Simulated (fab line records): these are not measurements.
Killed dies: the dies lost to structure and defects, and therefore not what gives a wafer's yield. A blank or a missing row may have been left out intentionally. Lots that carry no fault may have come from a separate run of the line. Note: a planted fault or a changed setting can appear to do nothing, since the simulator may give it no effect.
Comparing a struck lot with a sound one    flow sky130    33 out of 708 route steps
Sound: the wafers L818.3, L818.4, L818.6. Struck: wafers L806.1, L806.5. (L806.4 of the same lot was not struck and is left out.) The cause comes at the end.
Each step with rows lists, per side, the tool, then ch with its chambers, then its first start. Under that, the readings that differ: sound wafers    struck wafers    difference of the means    sigmas: that difference in standard deviations of wafers without a fault.
alike: readings whose means differ by less than 2 such deviations, and words and numbers that are the same on both sides. not compared: withheld readings, readings that some wafer has no value for, bounds like >300 that may hide the same value, and numbers for which the record gives no deviation and whose values overlap.
The two part at a step that has a row with sigmas, a row that says differs or no value, or rows on one side only. Non-overlapping numbers with no deviation appear without sigmas and do not part them. Lack of a reading on every wafer of one side parts them only where that side has two or more wafers.

first, 10 steps without rows for these wafers: SKY_POLY_CUT_ETCH_11 (etches Si3N4 in CF4/CH2F2/Ar, stops on poly-Si, time 42.5 s, target depth 60 nm); SKY_POLY_CUT_STRIP_12 (strips in O2/N2); SKY_SD_P_DEHYDRATE_00 (time 60 s); SKY_SD_P_HMDS_01 (prime time 60 s); SKY_SD_P_COAT_02 (resist thk 1140 nm); SKY_SD_P_SOFTBAKE_03 (time 60 s); SKY_SD_P_EXPOSE_04 (exposes mask PSDM, target cd 380 nm); SKY_SD_P_PEB_05; SKY_SD_P_DEVELOP_06 (develop time 60 s); SKY_SD_P_IMPLANT_09.
SKY_SD_P_STRIP_10: strips in O2/N2.
  sound on plasma asher-03 ch 0,1, day 32 12:40; struck on plasma asher-03 ch 1, day 28 10:28
  alike: drypump motor current A, oes product au, strip time to endpoint s
  not compared: rf hours counter h
then, 21 steps without rows for these wafers: SKY_RES_XHIGH_DEHYDRATE_00 (time 60 s); SKY_RES_XHIGH_HMDS_01 (prime time 60 s); SKY_RES_XHIGH_COAT_02 (resist thk 1140 nm); SKY_RES_XHIGH_SOFTBAKE_03 (time 60 s); SKY_RES_XHIGH_EXPOSE_04 (exposes mask URPM, target cd 1270 nm); SKY_RES_XHIGH_PEB_05; SKY_RES_XHIGH_DEVELOP_06 (develop time 60 s); SKY_RES_XHIGH_IMPLANT_07; SKY_RES_XHIGH_STRIP_08 (strips in O2/N2); SKY_SD_N_DEHYDRATE_00 (time 60 s); SKY_SD_N_HMDS_01 (prime time 60 s); SKY_SD_N_COAT_02 (resist thk 1140 nm); SKY_SD_N_SOFTBAKE_03 (time 60 s); SKY_SD_N_EXPOSE_04 (exposes mask NSDM, target cd 380 nm); SKY_SD_N_PEB_05; SKY_SD_N_DEVELOP_06 (develop time 60 s); SKY_SD_N_IMPLANT_09; SKY_SD_N_IMPLANT_10; SKY_SD_N_STRIP_11 (strips in O2/N2); SKY_SD_N_CLEAN_13 (cleans in SC1/SC2, time 150 s); SKY_SD_N_RTA_14 (time 2 s).
-- the record jumps here: 19 days lie between the struck wafers' starts before and after (it left off in module SD_N and takes up again in module PAD_OPEN, whose first step shown is number 708 of the route) --
SKY_PAD_OPEN_PROBE_99:
  sound: prober-02 at day 50 15:43; struck: prober-01 at day 47 21:23
reading              sound     struck   difference  sigmas
killed at front end  18 14 20  56 57    +39         +9
killed dies          84 77 87  109 117  +30         +3
  alike: killed_at_M0_to_M3, killed_at_M4_up, killed at contacts, killed at other, killed on rim, killed open, killed short

## WHERE THEY PART
At SKY_PAD_OPEN_PROBE_99 and nowhere else, as far as this record goes.

WHY: what the simulator had put in
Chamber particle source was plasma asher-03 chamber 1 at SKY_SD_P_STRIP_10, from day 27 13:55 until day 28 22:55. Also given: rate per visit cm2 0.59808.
